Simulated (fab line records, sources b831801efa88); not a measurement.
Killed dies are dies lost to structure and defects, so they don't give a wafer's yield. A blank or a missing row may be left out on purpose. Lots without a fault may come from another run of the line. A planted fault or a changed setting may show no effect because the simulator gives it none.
Which tool did it? | flow sky130 | 12 lots, 36 wafers sampled, at 2 steps of a route of 708

WHAT THE GAUGES READ, wafer by wafer
SKY_CONTACT_RS_MEAS_25: measures by four-point-probe.
lot  | measured     | on            | CONTACT_W_RS (ohm/sq)
L075 | day 31 13:06 | film_metro-02 | 0.340 0.341 0.336
L077 | day 32 05:41 | film_metro-03 | 0.333 0.341 0.335
L079 | day 33 04:52 | film_metro-01 | 0.345 0.352 0.353
L081 | day 33 21:50 | film_metro-01 | 0.337 0.335 0.336
L083 | day 35 03:50 | film_metro-02 | 0.336 0.338 0.337
L085 | day 35 10:05 | film_metro-02 | 0.339 0.338 0.343
L086 | day 35 23:32 | film_metro-02 | 0.342 0.333 0.338
L089 | day 36 11:39 | film_metro-02 | 0.341 0.337 0.346
L091 | day 37 08:07 | film_metro-01 | 0.342 0.354 0.337
L093 | day 37 17:56 | film_metro-01 | 0.346 0.345 0.340
L095 | day 38 07:25 | film_metro-02 | 0.342 0.339 0.343
L097 | day 38 23:26 | film_metro-01 | 0.340 0.336 0.342

WHICH TOOL RAN EACH LOT (tool, then ch and the chambers of the sampled wafers, then the start)
lot  | SKY_LOCAL_INTERCONNECT_SPUTTER_00
L075 | pvd_sputter-03, day 29 03:54
L077 | pvd_sputter-03, day 29 19:52
L079 | pvd_sputter-02, day 30 19:32
L081 | pvd_sputter-01, day 31 12:43
L083 | pvd_sputter-03, day 32 18:10
L085 | pvd_sputter-03, day 33 01:42
L086 | pvd_sputter-02, day 33 13:36
L089 | pvd_sputter-01, day 34 00:40
L091 | pvd_sputter-03, day 34 20:56
L093 | pvd_sputter-03, day 35 07:42
L095 | pvd_sputter-01, day 35 21:59
L097 | pvd_sputter-02, day 36 15:32
- SKY_LOCAL_INTERCONNECT_SPUTTER_00: material TiN, target thk 100 nm, time 83.3 s.

THE ANSWER, worked out from the rows above alone
Rule: what is usual is taken from the lots themselves. Put in order of their means at a reading, lots are off if they are a third of the lots or fewer, leave a main group of 4 or more, and stand apart from it by a gap of 3 or more times the standard deviation of the main group's means; of several such gaps the widest counts. A main group whose means are all the same, to the digits that the tables above print for the reading, isn't used. A lot without any number at a reading at which 4 lots or more have one is off too. The other lots that the step has rows for count as sound.
No lot is off at any reading shown: from this, nothing can be told.

WHAT THE SIMULATOR HAD PUT IN
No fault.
